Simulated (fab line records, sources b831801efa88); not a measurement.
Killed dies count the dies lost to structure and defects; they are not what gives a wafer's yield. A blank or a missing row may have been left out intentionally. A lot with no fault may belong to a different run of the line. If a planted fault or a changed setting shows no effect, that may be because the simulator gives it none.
One fault through the eyes of 2 desks -- flow sky130 -- each desk has only its own numbers; what lay behind them comes last

THE METROLOGY DESK
Means of the sampled wafers that have a number, per lot and without regard to the tool the lot ran on: this is what the gauges read. Marked OUT: a lot whose mean sits more than 4 standard deviations from the usual mean, which makes it out of limits; the brackets give that distance.
Columns: A = POLY_GATE_TW at SKY_RES_PROTECT_TW_MEAS_08, usual 4023; B = SD_P_OVL at SKY_SD_P_OVL_MEAS_08, usual 0.2 nm; C = LI_CONTACT_OVL at SKY_LI_CONTACT_OVL_MEAS_13, usual -4 nm; D = LI_CONTACT_W_RS at SKY_LI_CONTACT_RS_MEAS_22, usual 0.285 ohm/sq; E = LI_CONTACT_W_THK at SKY_LI_CONTACT_THK_MEAS_23, usual 405 nm
lot,first seen here,A,B,C,D,E
L993,day 15 00:56,4092,0.9,-13,0.286,408
L994,day 15 10:14,4033,0.3,-1,0.286,412
L995,day 15 17:36,4040,-1.9,-7,0.293,384
L997,day 16 20:53,4069,2.5,-5,0.283,412
L998,day 16 23:36,4055,-0.2,-9,0.291,387
L107,day 21 00:02,3990,-0.0,-8,0.352 (+15) OUT,329 (-6.9) OUT
L110,day 22 03:51,3981,-0.1,-0,0.281,419
L113,day 22 14:27,3975,0.8,7,0.280,401
L114,day 22 23:59,3989,2.1,-6,0.284,402
L115,day 23 03:53,4050,-1.2,2,0.278,426
L116,day 23 07:59,3964,1.9,-2,0.283,419
Per this desk, out of limits: L107; the first was L107, day 34 11:35 (LI_CONTACT_W_RS at SKY_LI_CONTACT_RS_MEAS_22). In limits: L993, L994, L995, L997, L998, L110, L113, L114, L115, L116.

THE TOOL OWNER'S DESK: cvd-w-01
The tool's own readings at SKY_LI_CONTACT_CVD_21 (deposits W, target thk 400 nm, time 120.56 s): means of the sampled wafers that have a number, for each lot that ran on this tool. Marked OUT: a lot whose mean sits more than 4 standard deviations from the usual mean, which makes it out of limits; the brackets give that distance.
Columns: A = heater-power-w at SKY_LI_CONTACT_CVD_21, usual 903 W; B = susceptor-temp-C at SKY_LI_CONTACT_CVD_21, usual 399.99 C
lot,first seen here,A,B
L993,day 29 02:02,910,400.05
L994,day 29 10:57,901,399.74
L995,day 29 21:14,895,399.88
L998,day 30 23:23,877,399.94
L107,day 34 11:28,865,389.80 (-42) OUT
This desk's verdict: out of limits on L107, starting with L107 at day 34 11:28 (susceptor-temp-C at SKY_LI_CONTACT_CVD_21). In limits: L993, L994, L995, L998.

PUT TOGETHER
The tool owner's desk had the chance to raise an alarm at day 34 11:28 on L107.
The metrology desk could have raised an alarm at day 34 11:35, on L107.
SKY_LI_CONTACT_CVD_21 was run on cvd-w-01 by each of the lots named.

WHAT THE SIMULATOR PUT IN
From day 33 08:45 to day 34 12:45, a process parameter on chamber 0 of cvd-w-01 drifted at SKY_LI_CONTACT_CVD_21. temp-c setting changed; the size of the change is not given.
Struck lots among those shown: L107.
Counting hours from when the fault started, the first reading out of limits came at 27 for the tool owner's desk and at 27 for the metrology desk.
